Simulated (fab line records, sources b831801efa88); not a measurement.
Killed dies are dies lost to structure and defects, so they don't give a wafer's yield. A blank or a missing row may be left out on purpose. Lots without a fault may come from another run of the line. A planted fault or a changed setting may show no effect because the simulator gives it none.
Chamber matching | flow sfq_line | SFQ_TRILAYER_I2_CMP_CMP_064 on cmp-02: 4 sister chambers
The step polishes SiO2. 4 wafers are shown with their chamber, then 7 later ones without.

WAFERS WITH THEIR CHAMBER
wafer  | chamber | motor_current_A (A)
L944.4 | 0       | 9.5
L949.5 | 2       | 9.6
L949.6 | 3       | 11.3
L956.5 | 1       | 10.0

WAFERS WITHOUT THEIR CHAMBER
wafer  | motor_current_A (A)
L956.6 | 9.4
L963.3 | 9.8
L963.1 | 10.0
L963.6 | 9.2
L965.2 | 9.7
L965.4 | 10.2
L965.5 | 9.8

WHICH CHAMBER EACH WENT THROUGH
wafer  | from the rows above          | in truth
L956.6 | can't be placed: 0 or 2      | 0
L963.3 | can't be placed: 1 or 2 or 0 | 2
L963.1 | 1                            | 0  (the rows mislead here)
L963.6 | can't be placed: 0 or 2      | 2
L965.2 | can't be placed: 2 or 0 or 1 | 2
L965.4 | 1                            | 1
L965.5 | can't be placed: 1 or 2 or 0 | 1
Placed correctly: 1 of 7. Can't be placed from these rows: 5 (the true chamber is among the candidates in 5). Placed wrongly: 1.
How it was worked out, from the rows above alone: a wafer's distance from a chamber is the root of the sum, over the readings, of the square of ((its reading less the chamber's mean) divided by the reading's scatter). The wafer belongs to the nearest chamber; if the next one is less than 2 further off, it can't be placed. A chamber's mean is the mean of its shown wafers. The scatter: with one shown wafer a chamber, the root of the mean of the squares of how far each hidden wafer lies from its nearest shown one.
